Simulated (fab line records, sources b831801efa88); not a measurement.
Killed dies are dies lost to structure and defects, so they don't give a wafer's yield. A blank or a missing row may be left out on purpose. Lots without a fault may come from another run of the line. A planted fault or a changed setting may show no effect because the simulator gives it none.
A struck lot beside a sound one | flow gf180mcu | 19 steps out of a route of 602
Sound: wafers L692.3, L692.5, L692.6. Struck: wafers L702.2, L702.4, L702.5. The cause comes at the end.
At each step with rows: each side's tool, then ch and its chambers, then its first start. Under that, the readings that differ: sound wafers | struck wafers | difference of the means | sigmas: that difference in standard deviations of wafers without a fault.
alike: readings whose means differ by less than 2 such deviations, and words and numbers that are the same on both sides. not compared: withheld readings, readings that some wafer has no value for, bounds like >300 that may hide the same value, and numbers for which the record gives no deviation and whose values overlap.
The two part at a step that has a row with sigmas, a row that says differs or no value, or rows on one side only. Numbers that don't overlap but have no deviation are shown without sigmas and don't part them. A reading that every wafer of one side lacks parts them only if that side has two wafers or more.

first, 1 step without rows for these wafers: GF_HV_LDD_CLEAN_51 (cleans in SC1/SC2, time 150 s).
GF_HV_LDD_RTA_52: time 10 s.
  sound on rtp_anneal-01 ch 0, day 12 17:53; struck on rtp_anneal-02 ch 0, day 16 04:08
  reading            | sound          | struck         | difference | sigmas
  lamp_power_pct (%) | 29.2 29.2 29.2 | 32.6 32.6 32.6 | +3.4       | +2
  alike: anneal_temp_c_max, chamber_o2_ppm, wafer_temp_C_max
GF_HV_LDD_RS_MEAS_53: measures by four-point-probe.
  sound on film_metro-04, day 12 17:58; struck on film_metro-04, day 16 04:13
  alike: HV_LDD_RS
then, 1 step without rows for these wafers: GF_HV_LDD_CVD_54 (deposits SiO2 from TEOS, target thk 10 nm, time 75 s).
GF_HV_LDD_THK_MEAS_55:
  sound on film_metro-02, day 12 19:36; struck on film_metro-01, day 16 05:20
  alike: HV_LDD_CVD_54_THK
then, 1 step without rows for these wafers: GF_HV_LDD_CVD_56 (deposits Si3N4 from DCS/NH3, target thk 90 nm, time 1543 s).
GF_HV_LDD_THK_MEAS_57:
  sound on film_metro-02, day 12 21:05; struck on film_metro-04, day 16 06:50
  alike: HV_LDD_CVD_56_THK
GF_HV_LDD_ETCHBACK_58: etches Si3N4 in CH3F/O2, stops on SiO2, time 100 s, target depth 90 nm.
  sound on rie_diel-04 ch 1,2,3, day 12 21:08; struck on rie_diel-02 ch 0,2, day 16 06:53
  alike: drypump_motor_current_A, oes_product_au, throttle_valve_pct
  not compared: rf_hours_counter_h
then, 4 steps without rows for these wafers: GF_NSD_DEHYDRATE_00 (time 60 s); GF_NSD_HMDS_01 (prime time 60 s); GF_NSD_COAT_02 (resist thk 1000 nm); GF_NSD_SOFTBAKE_03 (time 60 s).
GF_NSD_EXPOSE_04: exposes mask Nplus, target cd 400 nm.
  sound on iline_stepper-02 ch 0, day 13 07:14; struck on iline_stepper-01 ch 0, day 16 18:31
  reading                     | sound                | struck            | difference | sigmas
  model.NSD.overlay_x_nm (nm) | -1.015 -1.015 -1.015 | 140.5 140.5 140.5 | +141.5     |
  alike: mask, focus_offset_nm
then, 2 steps without rows for these wafers: GF_NSD_PEB_05; GF_NSD_DEVELOP_06 (develop time 60 s).
GF_NSD_CD_MEAS_07: target cd 400 nm.
  sound on cd_sem-01, day 13 17:41; struck on cd_sem-01, day 17 05:35
  alike: cd_nm
GF_NSD_OVL_MEAS_08:
  sound on overlay-02, day 13 17:46; struck on overlay-02, day 17 05:41
  reading      | sound        | struck            | difference | sigmas
  NSD_OVL (nm) | 0.6 -1.1 0.0 | 143.6 141.7 142.9 | +142.9     | +99 or more
then, 1 step without rows for these wafers: GF_NSD_IMPLANT_09.
-- the record jumps here: 15 days lie between the struck wafers' starts before and after (it left off in module NSD and takes up again in module PASSIVATION, whose first step shown is number 602 of the route) --
GF_PASSIVATION_PROBE_99:
  the record has rows for the struck wafers here (prober-01, day 32 10:03) and none for the sound ones

WHERE THEY PART
First at GF_HV_LDD_RTA_52; last, within this record, at GF_PASSIVATION_PROBE_99.

WHY: what the simulator had put in
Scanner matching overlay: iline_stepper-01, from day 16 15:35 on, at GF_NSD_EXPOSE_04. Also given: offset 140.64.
